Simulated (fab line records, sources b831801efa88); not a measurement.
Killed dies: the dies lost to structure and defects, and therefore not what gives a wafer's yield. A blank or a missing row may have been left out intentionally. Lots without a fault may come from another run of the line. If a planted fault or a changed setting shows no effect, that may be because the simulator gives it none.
Chamber matching	flow gf180mcu	GF_V5_ETCH_16 on rie-diel-01: 4 sister chambers
The step etches BARC in N2/H2. 16 wafers are shown with their chamber, then 8 later ones without.

== WAFERS PAIRED WITH THEIR CHAMBERS ==
wafer	chamber	drypump-motor-current-A (A)	throttle-valve-pct (%)	oes-product-au (a.u.)
L215.1	0	5.6	13.226	0.860
L215.3	2	5.2	13.202	0.852
L215.6	1	6.0	13.222	0.863
L217.2	3	5.1	13.224	0.845
L217.3	1	6.0	13.228	0.852
L217.6	1	6.0	13.223	0.853
L221.3	1	6.0	13.209	0.858
L221.4	2	5.1	13.226	0.847
L221.6	3	5.1	13.234	0.857
L222.1	3	5.1	13.219	0.853
L222.2	2	5.2	13.224	0.856
L222.3	1	6.0	13.219	0.851
L223.1	3	5.1	13.227	0.861
L223.3	0	5.6	13.237	0.860
L223.4	1	6.0	13.230	0.855
L224.1	2	5.2	13.220	0.860

SIGNATURES, as means of the wafers listed above
reading	chamber 0	chamber 1	chamber 2	chamber 3	scatter within a chamber
drypump-motor-current-A	5.600	6.000	5.175	5.100	0.025
throttle-valve-pct	13.23150	13.22183	13.21800	13.22600	0.00825
oes-product-au	0.86000	0.85533	0.85375	0.85400	0.00528
Rule: for each reading, subtract the chamber's mean from the wafer's reading, divide by that reading's scatter and square the result; add these up over the readings and take the root, which gives the wafer's distance from the chamber. The wafer belongs to the nearest chamber; if the next one is less than 2 further off, it can't be placed. The scatter: take each reading less its chamber's mean, square it, sum over the shown wafers, divide by the number of wafers less the number of chambers, and take the root.

== WAFERS MISSING THEIR CHAMBER ==
wafer	drypump-motor-current-A (A)	throttle-valve-pct (%)	oes-product-au (a.u.)
L224.5	6.0	13.234	0.855
L224.6	5.2	13.239	0.850
L225.1	6.0	13.226	0.859
L225.3	5.6	13.226	0.846
L225.5	5.6	13.227	0.855
L227.3	5.2	13.227	0.855
L227.4	5.2	13.228	0.842
L227.6	6.0	13.231	0.848

== WHICH CHAMBER EACH ONE RAN IN ==
wafer	from the rows above	in truth
L224.5	1	1
L224.6	can't be placed: 2 or 3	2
L225.1	1	1
L225.3	0	0
L225.5	0	0
L227.3	2	2
L227.4	can't be placed: 2 or 3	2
L227.6	1	1
Correctly placed: 6 of 8. Can't be placed from these rows: 2 (the true chamber is among the candidates in 2). Placed wrongly: 0.
